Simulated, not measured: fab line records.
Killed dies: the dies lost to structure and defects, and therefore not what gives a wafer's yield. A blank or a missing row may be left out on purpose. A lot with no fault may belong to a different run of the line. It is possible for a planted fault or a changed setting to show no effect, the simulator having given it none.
Which tool is to blame? || flow sky130 || 21 wafers from 7 lots sampled at 2 of the route's 708 steps

## WHAT THE GAUGES READ, wafer by wafer
SKY_LI_CONTACT_THK_MEAS_23: measures by xrf.
{"lot": "L371", "measured": "day 29 19:08", "on": "film metro-03", "LI_CONTACT_W_THK (nm)": "416 419 408"}
{"lot": "L375", "measured": "day 31 13:23", "on": "film metro-01", "LI_CONTACT_W_THK (nm)": "418 416 420"}
{"lot": "L379", "measured": "day 32 14:59", "on": "film metro-03", "LI_CONTACT_W_THK (nm)": "426 440 430"}
{"lot": "L382", "measured": "day 33 15:35", "on": "film metro-02", "LI_CONTACT_W_THK (nm)": "422 427 420"}
{"lot": "L384", "measured": "day 33 23:49", "on": "film metro-01", "LI_CONTACT_W_THK (nm)": "412 415 412"}
{"lot": "L390", "measured": "day 36 04:56", "on": "film metro-01", "LI_CONTACT_W_THK (nm)": "430 421 420"}
{"lot": "L393", "measured": "day 36 11:11", "on": "film metro-02", "LI_CONTACT_W_THK (nm)": "423 425 424"}

## TOOL THAT RAN EACH LOT (tool first, then ch and the chambers of the sampled wafers, then the start)
{"lot": "L371", "SKY_LI_CONTACT_CVD_21": "cvd w-01 ch 0, day 29 18:52"}
{"lot": "L375", "SKY_LI_CONTACT_CVD_21": "cvd w-01 ch 0,1, day 31 13:08"}
{"lot": "L379", "SKY_LI_CONTACT_CVD_21": "cvd w-01 ch 0,1, day 32 14:45"}
{"lot": "L382", "SKY_LI_CONTACT_CVD_21": "cvd w-02 ch 1, day 33 15:13"}
{"lot": "L384", "SKY_LI_CONTACT_CVD_21": "cvd w-02 ch 1, day 33 23:28"}
{"lot": "L390", "SKY_LI_CONTACT_CVD_21": "cvd w-02 ch 0,1, day 36 04:41"}
{"lot": "L393", "SKY_LI_CONTACT_CVD_21": "cvd w-01 ch 0,1, day 36 10:57"}
- SKY_LI_CONTACT_CVD_21: deposits W, target thk 400 nm, time 120.56 s.

## THE ANSWER, worked out from the rows above alone
Rule: usual is defined by the lots themselves. Put in order of their means at a reading, lots are off if they are a third of the lots or fewer, leave a main group of 4 or more, and stand apart from it by a gap of 3 or more times the standard deviation of the main group's means; of several such gaps the widest counts. If all means in a main group match to the digits the tables above print for the reading, that group is not used. Also off: a lot with no number at a reading for which 4 or more lots have one. Where the step has rows for the other lots, those lots are counted as sound.
No lot is off at any reading shown: from this, nothing can be told.

## WHAT WAS PUT IN BY THE SIMULATOR
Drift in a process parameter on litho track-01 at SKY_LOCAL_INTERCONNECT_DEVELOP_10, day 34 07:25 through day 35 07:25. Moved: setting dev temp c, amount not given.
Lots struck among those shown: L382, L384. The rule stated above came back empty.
